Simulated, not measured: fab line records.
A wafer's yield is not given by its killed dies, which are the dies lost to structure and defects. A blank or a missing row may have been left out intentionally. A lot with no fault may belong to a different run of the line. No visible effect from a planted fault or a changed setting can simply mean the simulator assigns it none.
2 desks looking at one fault	flow gf180mcu	each desk has only its own numbers; what lay behind them comes last

## FOR THE TOOL OWNER'S DESK: implanter-02
GF_HV_LDD_IMPLANT_33, tool's own readings: per-lot mean of the sampled wafers with a number, covering each lot this tool ran. Any lot whose mean is over 4 standard deviations away from the usual mean is out of limits and marked OUT; that distance is given in the brackets.
Columns: A = beam-energy-keV at GF_HV_LDD_IMPLANT_33, usual 60.001
lot	first seen here	A
L694	day 11 06:29	60.007
L697	day 12 22:17	60.026
L706	day 15 17:00	62.672 (+99 or more) OUT
L707	day 15 19:14	62.659 (+99 or more) OUT
L716	day 18 17:26	60.009
This desk's verdict: out of limits on L706, L707, starting with L706 at day 15 17:00 (beam-energy-keV at GF_HV_LDD_IMPLANT_33). L694, L697, L716: within limits.

## AT THE METROLOGY DESK
Means of the sampled wafers that have a number, per lot and without regard to the tool the lot ran on: this is what the gauges read. Any lot whose mean is over 4 standard deviations away from the usual mean is out of limits and marked OUT; that distance is given in the brackets.
Columns: A = DUAL_GATE_OVL at GF_DUAL_GATE_OVL_MEAS_11, usual -1.1 nm; B = HV_LDD_01_OVL at GF_HV_LDD_OVL_MEAS_20, usual -2.6 nm
lot	first seen here	A	B
L694	day 8 03:28	-0.1	-3.1
L695	day 8 11:13	-2.0	-1.7
L696	day 8 16:32	-0.4	-2.5
L698	day 9 13:09	-0.1	-1.1
L697	day 9 14:08	1.7	-1.9
L706	day 11 23:49	-0.2	-2.6
L707	day 12 02:19	-0.4	-2.6
L708	day 12 10:18	-0.4	-1.7
L709	day 12 20:46	-3.2	-2.5
L710	day 13 04:16	-0.7	-5.8
L712	day 13 14:57	-2.7	-5.0
L714	day 14 00:46	-0.9	-4.1
L716	day 14 16:46	-2.2	-2.5
L717	day 15 00:58	-1.8	-3.4
This desk's finding: nothing out of limits on any of the 14 lots.

## BROUGHT TOGETHER
The tool owner's desk could have raised an alarm at day 15 17:00, on L706, L707.
The metrology desk saw nothing out of limits.
The metrology desk holds a record of L706, L707, inside its limits.
On implanter-02, each named lot ran GF_HV_LDD_IMPLANT_33.

## WHAT THE SIMULATOR HAD INSERTED
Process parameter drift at GF_HV_LDD_IMPLANT_33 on implanter-02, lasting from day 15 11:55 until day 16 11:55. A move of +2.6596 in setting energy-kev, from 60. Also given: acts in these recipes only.
Lots struck among those shown: L706, L707.
Time in hours from fault onset to the first out-of-limits reading at each desk: the tool owner's desk, 5.
